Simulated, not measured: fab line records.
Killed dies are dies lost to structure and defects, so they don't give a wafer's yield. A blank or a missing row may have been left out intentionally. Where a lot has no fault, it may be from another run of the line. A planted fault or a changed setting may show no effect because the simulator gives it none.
fab line records	flow sfq_line
record: lots: 5	wafers: 23
route steps=325 shown M5@199 R5@218 M6@256 I6@270 I7@300 M8@321
start_h: start of the lot's first displayed wafer, in hours after the record's first day	wait_h: hours since the lot's step before	" unchanged from the row above	L1.1+2: a single row standing in for several wafers	- no value present, or no start provided	* or withheld: withheld	< > ~ a bound
route shown NAME@n: NAME is a module with steps in the file, n the number in the route of the first one	usual: mean/standard deviation of fault-free wafers	same: alike in all rows	chamber/n: place in a boat	sites: each site's reading	_std_site: standard deviation of those values	_edge_site: mean of outer sites minus mean of inner sites	radius_mm: for every site, how far away it sits from the centre of the wafer	mask NAME#n: copy n	behind: the tool/chamber that last shaped the wafer	hold: cause of the lot's hold/its duration in hours/its outcome	device: which transistor (n, p or np) failed to switch	end of line: the route-end tests of the same wafers	a step without rows: its recipe alone	killed: not the wafer's yield, but the dies lost to structure and defects at the first sort	map: a wafer's dies, marking killed ones x, the rest . and places with no die _
set.NAME: the setting the step ran with; set.NAME@STEP: the setting that earlier step ran with	model.NAME: the simulator's own value behind a step, which no gauge read
lots where settings were altered on purpose, with a table for each step and a row for each wafer
== steps ==
step: SFQ_TRILAYER_M5_LITHO_COAT_123
recipe: resist: KrF	spin_rpm: 3000	resist_thk_nm: 600
lot.wafer	tool	chamber	start_h	wait_h	set.spin_rpm	model.KrF_of_TRILAYER_M5_LITHO_COAT_123.thk_nm
L074.2	litho_track-03	0	1225.85	0.2	3000	599.9
L074.3	"	0	"	"	3000	599.4
L074.4+5	"	0	"	"	2852	615
L074.6	"	0	"	"	2852	615.8
L078.1	litho_track-02	0	1305.35	0.2	3177	584
L078.3	"	0	"	"	3000	600.6
L078.4	"	0	"	"	3177	581.5
L078.5	"	0	"	"	3177	580.6
L078.6	"	0	"	"	3000	599.2
L079.1	litho_track-03	0	1309.12	0.2	3000	598.3
L079.2	"	0	"	"	3000	597.4
L079.3	"	0	"	"	3000	599.1
L079.5	"	0	"	"	3000	598.1
L079.6	"	0	"	"	3000	599.5
L081.2	litho_track-03	0	1329.52	0.2	3000	597.2
L081.3	"	0	"	"	3000	596.6
L081.6	"	0	"	"	3000	596.2
L084.1	litho_track-04	0	1364.44	0.2	3000	600.7
L084.2	"	0	"	"	3000	598.6
L084.3	"	0	"	"	3000	596.7
L084.4	"	0	"	"	3000	599.5
L084.5	"	0	"	"	3000	599.9
step: SFQ_TRILAYER_M5_LITHO_SOFTBAKE_127
recipe: temp_c: withheld	time_s: withheld	resist: KrF
step: SFQ_TRILAYER_M5_LITHO_EXPOSE_124
recipe: mask_id: M5	na: 0.6	source_shape: conventional	sigma_outer: 0.65	target_cd_nm: 700	dose_mj: 14.4
step: SFQ_TRILAYER_M5_LITHO_DEVELOP_125
recipe: time_s: 60	resist: KrF
step: SFQ_TRILAYER_M5_BARC_OPEN_METAL_ETCH_161
recipe: mask_material: PR	chemistry: O2	target_depth_nm: 125	target: BARC	icp_w: 600	bias_w: 80	pressure_mtorr: 10	time_s: 41.7
lot.wafer	tool	chamber	start_h	wait_h	set.spin_rpm@TRILAYER_M5_LITHO_COAT_123	model.KrF_of_TRILAYER_M5_LITHO_COAT_123.thk_nm
L074.2	rie_metal-04	1	1351.63	0.0	3000	524.6
L074.3	"	1	"	"	3000	524
L074.4	"	0	"	"	2852	537.7
L074.5	"	0	"	"	2852	537.9
L074.6	"	1	"	"	2852	540.4
L078.1	rie_metal-01	1	1430.99	0.0	3177	507.5
L078.3	"	0	"	"	3000	524.8
L078.4	"	1	"	"	3177	504.6
L078.5	"	0	"	"	3177	504.4
L078.6	"	1	"	"	3000	523
L079.1	rie_metal-01	0	1433.39	0.0	3000	523.3
L079.2	"	1	"	"	3000	520.9
L079.3	"	0	"	"	3000	523.6
L079.5	"	0	"	"	3000	522.8
L079.6	"	1	"	"	3000	522.9
L081.2	rie_metal-01	0	1452.50	0.0	3000	521.4
L081.3	"	0	"	"	3000	521.1
L081.6	"	0	"	"	3000	520.9
L084.1	rie_metal-03	0	1481.30	0.0	3000	524.5
L084.2	"	1	"	"	3000	521.8
L084.3	"	0	"	"	3000	520
L084.4	"	1	"	"	3000	522.4
L084.5	"	0	"	"	3000	523.5
step: SFQ_TRILAYER_M5_ETCH_METAL_ETCH_126
recipe: target: Nb	stop_on: SiO2	mask_material: PR	over_etch_frac: 0.15	time_s: 203.2	chemistry: Cl2/BCl3	target_depth_nm: 265	icp_w: 600	bias_w: 80	pressure_mtorr: 10
lot.wafer	tool	chamber	start_h	wait_h	set.spin_rpm@TRILAYER_M5_LITHO_COAT_123	model.KrF_of_TRILAYER_M5_LITHO_COAT_123.thk_nm
L074.2	rie_metal-04	1	1351.69	0.0	3000	376.1
L074.3	"	1	"	"	3000	375.9
L074.4	"	0	"	"	2852	383.5
L074.5	"	0	"	"	2852	384.2
L074.6	"	1	"	"	2852	393.4
L078.1	rie_metal-01	1	1431.05	0.0	3177	357.7
L078.3	"	0	"	"	3000	376.7
L078.4	"	1	"	"	3177	353.8
L078.5	"	0	"	"	3177	357.4
L078.6	"	1	"	"	3000	372.6
L079.1	rie_metal-01	0	1433.45	0.0	3000	375.8
L079.2	"	1	"	"	3000	370.3
L079.3	"	0	"	"	3000	374.1
L079.5	"	0	"	"	3000	374.4
L079.6	"	1	"	"	3000	372.6
L081.2	rie_metal-01	0	1452.56	0.0	3000	375.5
L081.3	"	0	"	"	3000	373.7
L081.6	"	0	"	"	3000	374.3
L084.1	rie_metal-03	0	1481.36	0.0	3000	373
L084.2	"	1	"	"	3000	369.9
L084.3	"	0	"	"	3000	369.4
L084.4	"	1	"	"	3000	371.5
L084.5	"	0	"	"	3000	372.5
step: SFQ_TRILAYER_R5_LITHO_COAT_136
recipe: resist: KrF	spin_rpm: 3000	resist_thk_nm: 600
lot.wafer	tool	chamber	start_h	wait_h	set.spin_rpm	model.KrF_of_TRILAYER_R5_LITHO_COAT_136.thk_nm
L074.2	litho_track-03	0	1365.70	0.2	3000	599.5
L074.3	"	0	"	"	3100	586.5
L074.4	"	0	"	"	3000	598.8
L074.5	"	0	"	"	3100	588
L074.6	"	0	"	"	3000	598.5
L078.1	litho_track-02	0	1444.19	0.2	3000	600
L078.3	"	0	"	"	3000	599.2
L078.4	"	0	"	"	3000	599
L078.5	"	0	"	"	3215	580
L078.6	"	0	"	"	3215	580.9
L079.1	litho_track-01	0	1446.32	0.2	3000	601.2
L079.2	"	0	"	"	3000	599.3
L079.3	"	0	"	"	3000	600.9
L079.5	"	0	"	"	3000	599.5
L079.6	"	0	"	"	3000	600.8
L081.2	litho_track-01	0	1462.23	0.2	3000	600
L081.3	"	0	"	"	3000	600.3
L081.6	"	0	"	"	3000	599.7
L084.1	litho_track-01	0	1487.20	0.2	3000	597
L084.2	"	0	"	"	3000	599
L084.3	"	0	"	"	3000	598.3
L084.4+5	"	0	"	"	3000	598.4
step: SFQ_TRILAYER_M6_LITHO_COAT_159
recipe: resist: KrF	spin_rpm: 3000	resist_thk_nm: 600
lot.wafer	tool	chamber	start_h	wait_h	set.spin_rpm	model.KrF_of_TRILAYER_M6_LITHO_COAT_159.thk_nm
L074.2	litho_track-02	0	1602.88	0.2	2840	617.3
L074.3	"	0	"	"	2840	618.2
L074.4	"	0	"	"	2840	619
L074.5	"	0	"	"	3000	600.9
L074.6	"	0	"	"	3000	601
L078.1	litho_track-02	0	1689.60	0.2	3000	599.3
L078.3	"	0	"	"	3000	598
L078.4	"	0	"	"	3080	590
L078.5	"	0	"	"	3000	598.4
L078.6	"	0	"	"	3080	591.4
L079.1	litho_track-04	0	1690.55	0.2	3000	601
L079.2	"	0	"	"	3000	600.3
L079.3	"	0	"	"	3000	598.9
L079.5	"	0	"	"	3000	599.5
L079.6	"	0	"	"	3000	597.8
L081.2	litho_track-02	0	1703.96	0.2	3000	599.2
L081.3	"	0	"	"	3000	599.5
L081.6	"	0	"	"	3000	599.6
L084.1	litho_track-04	0	1826.69	0.2	3110	589.1
L084.2	"	0	"	"	3110	586.6
L084.3	"	0	"	"	3000	599.1
L084.4	"	0	"	"	3110	590.4
L084.5	"	0	"	"	3000	596.5
step: SFQ_TRILAYER_M6_BARC_OPEN_METAL_ETCH_206
recipe: mask_material: PR	chemistry: O2	target_depth_nm: 125	target: BARC	icp_w: 600	bias_w: 80	pressure_mtorr: 10	time_s: 41.7
lot.wafer	tool	chamber	start_h	wait_h	set.icp_w	set.spin_rpm@TRILAYER_M6_LITHO_COAT_159	model.KrF_of_TRILAYER_M6_LITHO_COAT_159.thk_nm
L074.2	rie_metal-01	1	1631.17	0.0	600	2840	540.3
L074.3	"	0	"	"	600	2840	541.7
L074.4	"	1	"	"	600	2840	542.1
L074.5+6	"	0,1	"	"	600	3000	524.3
L078.1	rie_metal-04	0	1694.34	0.0	600	3000	521
L078.3	"	0	"	"	624.6	3000	517.8
L078.4	"	1	"	"	624.6	3080	511.2
L078.5	"	1	"	"	600	3000	521.5
L078.6	"	0	"	"	600	3080	513
L079.1	rie_metal-03	0	1695.54	0.0	535.5	3000	528.7
L079.2	"	1	"	"	600	3000	521.9
L079.3	"	0	"	"	535.5	3000	526.7
L079.5	"	1	"	"	600	3000	520.9
L079.6	"	0	"	"	600	3000	520.6
L081.2	rie_metal-01	0	1775.44	0.0	600	3000	523
L081.3+6	"	1	"	"	600	3000	523.8
L084.1	rie_metal-04	1	1929.35	0.0	600	3110	512.4
L084.2	"	0	"	"	600	3110	507.4
L084.3	"	1	"	"	600	3000	522.1
L084.4	"	0	"	"	600	3110	511.4
L084.5	"	1	"	"	600	3000	519.4
step: SFQ_TRILAYER_I6_VIA_LITHO_COAT_174
recipe: resist: BARC	spin_rpm: 3000	resist_thk_nm: 62
lot.wafer	tool	chamber	start_h	wait_h	set.resist_thk_nm	model.BARC_of_TRILAYER_I6_VIA_LITHO_COAT_174.thk_nm
L074.2	litho_track-03	0	1657.33	0.8	62	62.31
L074.3	"	0	"	"	64.03	64.4
L074.4	"	0	"	"	62	62.39
L074.5	"	0	"	"	64.03	64.27
L074.6	"	0	"	"	64.03	64.21
L078.1	litho_track-03	0	1708.39	1.0	62	61.82
L078.3	"	0	"	"	62	61.85
L078.4	"	0	"	"	62	61.9
L078.5	"	0	"	"	62	61.71
L078.6	"	0	"	"	62	61.96
L079.1	litho_track-03	0	1711.39	1.0	62	62.12
L079.2	"	0	"	"	62	61.97
L079.3	"	0	"	"	62	62.03
L079.5	"	0	"	"	62	62.04
L079.6	"	0	"	"	62	62.14
L081.2	litho_track-03	0	1783.12	0.8	62	62.01
L081.3	"	0	"	"	62	62.14
L081.6	"	0	"	"	62	62.1
L084.1	litho_track-01	0	1934.71	1.0	62	61.59
L084.2	"	0	"	"	59.49	59.22
L084.3	"	0	"	"	59.49	59.12
L084.4	"	0	"	"	59.49	59.13
L084.5	"	0	"	"	62	61.77
step: SFQ_TRILAYER_I6_VIA_LITHO_COAT_169
recipe: resist: KrF	spin_rpm: 3000	resist_thk_nm: 650
step: SFQ_TRILAYER_I6_VIA_LITHO_SOFTBAKE_173
recipe: temp_c: withheld	time_s: withheld	resist: KrF
step: SFQ_TRILAYER_I6_VIA_LITHO_DEVELOP_171
recipe: time_s: 60	resist: KrF
step: SFQ_TRILAYER_I6_VIA_BARC_OPEN_VIA_ETCH_235
recipe: mask_material: PR	chemistry: O2	target_depth_nm: 125	target: BARC	source_w: 500	bias_w: 80	pressure_mtorr: 30	time_s: 41.7
usual: oes_product_au: 0.686/0.0041
lot.wafer	tool	chamber	start_h	wait_h	set.resist_thk_nm@TRILAYER_I6_VIA_LITHO_COAT_174	oes_product_au
L074.2	rie_diel-04	1	1762.44	0.0	62	0.686
L074.3	"	3	"	"	64.03	0.699
L074.4	"	0	"	"	62	0.683
L074.5	"	3	"	"	64.03	0.704
L074.6	"	0	"	"	64.03	0.700
L078.1	rie_diel-03	2	1777.84	0.0	62	0.686
L078.3	"	0	"	"	62	0.688
L078.4	"	1	"	"	62	0.687
L078.5	"	0	"	"	62	0.682
L078.6	"	1	"	"	62	0.687
L079.1	rie_diel-04	2	1779.04	0.0	62	0.684
L079.2	"	3	"	"	62	0.683
L079.3	"	0	"	"	62	0.687
L079.5	"	0	"	"	62	0.684
L079.6	"	3	"	"	62	0.682
L081.2	rie_diel-03	2	1879.23	0.0	62	0.685
L081.3	"	0	"	"	62	0.694
L081.6	"	1	"	"	62	0.682
L084.1	rie_diel-03	1	1937.00	0.0	62	0.689
L084.2	"	3	"	"	59.49	0.670
L084.3	"	2	"	"	59.49	0.674
L084.4	"	2	"	"	59.49	0.671
L084.5	"	1	"	"	62	0.687
step: SFQ_TRILAYER_I7_VIA_LITHO_COAT_192
recipe: resist: BARC	spin_rpm: 3000	resist_thk_nm: 62
lot.wafer	tool	chamber	start_h	wait_h	set.spin_rpm	model.BARC_of_TRILAYER_I7_VIA_LITHO_COAT_192.thk_nm
L074.2	litho_track-04	0	1874.83	0.8	3000	62.32
L074.3	"	0	"	"	3000	62.08
L074.4	"	0	"	"	3000	62.24
L074.5	"	0	"	"	3000	62.41
L074.6	"	0	"	"	3000	62.19
L078.1	litho_track-01	0	1888.04	1.0	3126	60.97
L078.3+6	"	0	"	"	3126	60.93
L078.4	"	0	"	"	3000	62.3
L078.5	"	0	"	"	3000	62.53
L079.1	litho_track-04	0	1889.78	1.0	2928	62.48
L079.2	"	0	"	"	3000	61.58
L079.3	"	0	"	"	3000	61.67
L079.5	"	0	"	"	3000	61.83
L079.6	"	0	"	"	2928	62.46
L081.2	litho_track-04	0	1980.09	0.8	3000	61.86
L081.3	"	0	"	"	3000	62.13
L081.6	"	0	"	"	3000	61.93
L084.1	litho_track-01	0	1986.16	1.0	3000	62
L084.2	"	0	"	"	3000	62.12
L084.3	"	0	"	"	3000	62.1
L084.4	"	0	"	"	3000	62.04
L084.5	"	0	"	"	3000	62.06
step: SFQ_TRILAYER_I7_VIA_LITHO_COAT_187
recipe: resist: KrF	spin_rpm: 3000	resist_thk_nm: 650
step: SFQ_TRILAYER_I7_VIA_LITHO_SOFTBAKE_191
recipe: temp_c: withheld	time_s: withheld	resist: KrF
step: SFQ_TRILAYER_I7_VIA_LITHO_DEVELOP_189
recipe: time_s: 60	resist: KrF
step: SFQ_TRILAYER_I7_VIA_BARC_OPEN_VIA_ETCH_260
recipe: mask_material: PR	chemistry: O2	target_depth_nm: 125	target: BARC	source_w: 500	bias_w: 80	pressure_mtorr: 30	time_s: 41.7
lot.wafer	tool	chamber	start_h	wait_h	set.spin_rpm@TRILAYER_I7_VIA_LITHO_COAT_192	model.etch.depth_nm
L074.2+4+5	rie_diel-02	1,0,3	1888.93	0.0	3000	-
L074.3	"	0	"	"	3000	62.08
L074.6	"	1	"	"	3000	62.19
L078.1	rie_diel-03	1	1893.73	0.0	3126	60.97
L078.3+6	"	2	"	"	3126	-
L078.4	"	3	"	"	3000	62.3
L078.5	"	3	"	"	3000	-
L079.1	rie_diel-01	0	1895.78	0.0	2928	-
L079.2+5	"	2,0	"	"	3000	-
L079.3	"	3	"	"	3000	61.67
L079.6	"	3	"	"	2928	62.46
L081.2	rie_diel-01	2	1982.33	0.0	3000	61.86
L081.3	"	0	"	"	3000	62.13
L081.6	"	3	"	"	3000	61.93
L084.1	rie_diel-02	0	1989.53	0.0	3000	62
L084.2	"	2	"	"	3000	62.12
L084.3	"	1	"	"	3000	62.1
L084.4	"	3	"	"	3000	62.04
L084.5	"	0	"	"	3000	62.06
step: SFQ_TRILAYER_M8_DEP_EVAP_196
recipe: material: Au	angular_spread_deg: 1	target_thk_nm: 180	time_s: 900	power_w: 2000
lot.wafer	tool	chamber	start_h	wait_h	set.time_s	model.Au_of_TRILAYER_M8_DEP_EVAP_196.thk_nm
L074.2	pvd_sputter-02	-	1979.02	0.1	825.1	168.5
L074.3	"	-	"	"	825.1	168.6
L074.4	"	-	"	"	825.1	167.5
L074.5	"	-	"	"	900	183.3
L074.6	"	-	"	"	900	181.4
L078.1	pvd_sputter-02	-	1991.10	0.1	900	179.6
L078.3	"	-	"	"	900	180.7
L078.4	"	-	"	"	900	179.4
L078.5	"	-	"	"	900	179.7
L078.6	"	-	"	"	900	180.6
L079.1	pvd_sputter-01	-	1993.46	0.1	900	181.5
L079.2	"	-	"	"	971.9	192.2
L079.3	"	-	"	"	900	184.2
L079.5	"	-	"	"	971.9	196.5
L079.6	"	-	"	"	971.9	193.2
L081.2	pvd_sputter-01	-	2072.97	0.1	900	178.5
L081.3	"	-	"	"	900	184.1
L081.6	"	-	"	"	900	178.2
L084.1	pvd_sputter-02	-	2078.99	0.1	821.2	166
L084.2	"	-	"	"	900	180
L084.3	"	-	"	"	821.2	162.4
L084.4	"	-	"	"	900	179.9
L084.5	"	-	"	"	821.2	165.4
step: SFQ_M8_RS_MEAS_949
recipe: thk_meas_gauge: four-point-probe	reads: Au_of_TRILAYER_M8_DEP_EVAP_196+Pt_of_TRILAYER_M8_DEP_EVAP_198+Ti_of_TRILAYER_M8_DEP_EVAP_197
usual: M8_AU_RS: 0.1533/0.002
lot.wafer	tool	chamber	start_h	wait_h	set.time_s@TRILAYER_M8_DEP_EVAP_196	M8_AU_RS[ohm/sq]
L074.2	film_metro-03	-	1979.56	0.3	825.1	0.1641
L074.3	"	-	"	"	825.1	0.1643
L074.4	"	-	"	"	825.1	0.1649
L074.5	"	-	"	"	900	0.1504
L074.6	"	-	"	"	900	0.1521
L078.1	film_metro-01	-	1991.61	0.3	900	0.1544
L078.3	"	-	"	"	900	0.1535
L078.4	"	-	"	"	900	0.1542
L078.5	"	-	"	"	900	0.1544
L078.6	"	-	"	"	900	0.1534
L079.1	film_metro-04	-	1993.98	0.3	900	0.1527
L079.2	"	-	"	"	971.9	0.1440
L079.3	"	-	"	"	900	0.1501
L079.5	"	-	"	"	971.9	0.1407
L079.6	"	-	"	"	971.9	0.1432
L081.2	film_metro-01	-	2073.50	0.3	900	0.1555
L081.3	"	-	"	"	900	0.1506
L081.6	"	-	"	"	900	0.1556
L084.1	film_metro-04	-	2079.57	0.3	821.2	0.1671
L084.2	"	-	"	"	900	0.1540
L084.3	"	-	"	"	821.2	0.1709
L084.4	"	-	"	"	900	0.1539
L084.5	"	-	"	"	821.2	0.1684
step: SFQ_M8_THK_MEAS_950
recipe: thk_meas_gauge: xrf	reads: Au_of_TRILAYER_M8_DEP_EVAP_196
usual: M8_AU_THK: 179.0/2.6
lot.wafer	tool	chamber	start_h	wait_h	set.time_s@TRILAYER_M8_DEP_EVAP_196	M8_AU_THK[nm]
L074.2	film_metro-03	-	1979.67	0.1	825.1	165.1
L074.3	"	-	"	"	825.1	165.0
L074.4	"	-	"	"	825.1	165.1
L074.5	"	-	"	"	900	179.9
L074.6	"	-	"	"	900	178.1
L078.1	film_metro-01	-	1991.73	0.1	900	179.7
L078.3	"	-	"	"	900	180.4
L078.4	"	-	"	"	900	179.1
L078.5	"	-	"	"	900	179.1
L078.6	"	-	"	"	900	180.4
L079.1	film_metro-04	-	1994.10	0.1	900	180.1
L079.2	"	-	"	"	971.9	190.1
L079.3	"	-	"	"	900	182.8
L079.5	"	-	"	"	971.9	194.4
L079.6	"	-	"	"	971.9	192.1
L081.2	film_metro-01	-	2073.61	0.1	900	176.2
L081.3	"	-	"	"	900	182.6
L081.6	"	-	"	"	900	176.9
L084.1	film_metro-04	-	2079.69	0.1	821.2	166.4
L084.2	"	-	"	"	900	180.7
L084.3	"	-	"	"	821.2	162.7
L084.4	"	-	"	"	900	180.7
L084.5	"	-	"	"	821.2	164.9
== key ==
split: step: SFQ_TRILAYER_M5_LITHO_COAT_123	setting: spin_rpm	stated: 3000	by: wafer
response: step: SFQ_TRILAYER_M5_LITHO_COAT_123	reading: model.KrF_of_TRILAYER_M5_LITHO_COAT_123.thk_nm	change: -3.08	per: 1%	r: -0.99
response: step: SFQ_TRILAYER_M5_BARC_OPEN_METAL_ETCH_161	reading: model.KrF_of_TRILAYER_M5_LITHO_COAT_123.thk_nm	change: -3.03	per: 1%	r: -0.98
response: step: SFQ_TRILAYER_M5_ETCH_METAL_ETCH_126	reading: model.KrF_of_TRILAYER_M5_LITHO_COAT_123.thk_nm	change: -2.75	per: 1%	r: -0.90
split: step: SFQ_TRILAYER_R5_LITHO_COAT_136	setting: spin_rpm	stated: 3000	by: wafer
response: step: SFQ_TRILAYER_R5_LITHO_COAT_136	reading: model.KrF_of_TRILAYER_R5_LITHO_COAT_136.thk_nm	change: -2.8	per: 1%	r: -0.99
split: step: SFQ_TRILAYER_M6_LITHO_COAT_159	setting: spin_rpm	stated: 3000	by: wafer
response: step: SFQ_TRILAYER_M6_LITHO_COAT_159	reading: model.KrF_of_TRILAYER_M6_LITHO_COAT_159.thk_nm	change: -2.98	per: 1%	r: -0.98
response: step: SFQ_TRILAYER_M6_BARC_OPEN_METAL_ETCH_206	reading: model.KrF_of_TRILAYER_M6_LITHO_COAT_159.thk_nm	change: -3.07	per: 1%	r: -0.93
split: step: SFQ_TRILAYER_M6_BARC_OPEN_METAL_ETCH_206	setting: icp_w	stated: 600	by: wafer
response none clear
split: step: SFQ_TRILAYER_I6_VIA_LITHO_COAT_174	setting: resist_thk_nm	stated: 62	by: wafer
response: step: SFQ_TRILAYER_I6_VIA_LITHO_COAT_174	reading: model.BARC_of_TRILAYER_I6_VIA_LITHO_COAT_174.thk_nm	change: +0.613	per: 1%	r: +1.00
response: step: SFQ_TRILAYER_I6_VIA_BARC_OPEN_VIA_ETCH_235	reading: oes_product_au	change: +0.00448	per: 1%	r: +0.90
split: step: SFQ_TRILAYER_I7_VIA_LITHO_COAT_192	setting: spin_rpm	stated: 3000	by: wafer
response: step: SFQ_TRILAYER_I7_VIA_LITHO_COAT_192	reading: model.BARC_of_TRILAYER_I7_VIA_LITHO_COAT_192.thk_nm	change: -0.344	per: 1%	r: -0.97
response: step: SFQ_TRILAYER_I7_VIA_BARC_OPEN_VIA_ETCH_260	reading: model.etch.depth_nm	change: -0.319	per: 1%	r: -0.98
split: step: SFQ_TRILAYER_M8_DEP_EVAP_196	setting: time_s	stated: 900	by: wafer
response: step: SFQ_TRILAYER_M8_DEP_EVAP_196	reading: model.Au_of_TRILAYER_M8_DEP_EVAP_196.thk_nm	change: +1.63	per: 1%	r: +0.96
response: step: SFQ_M8_RS_MEAS_949	reading: M8_AU_RS	change: -0.00148	per: 1%	r: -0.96
response: step: SFQ_M8_THK_MEAS_950	reading: M8_AU_THK	change: +1.63	per: 1%	r: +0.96
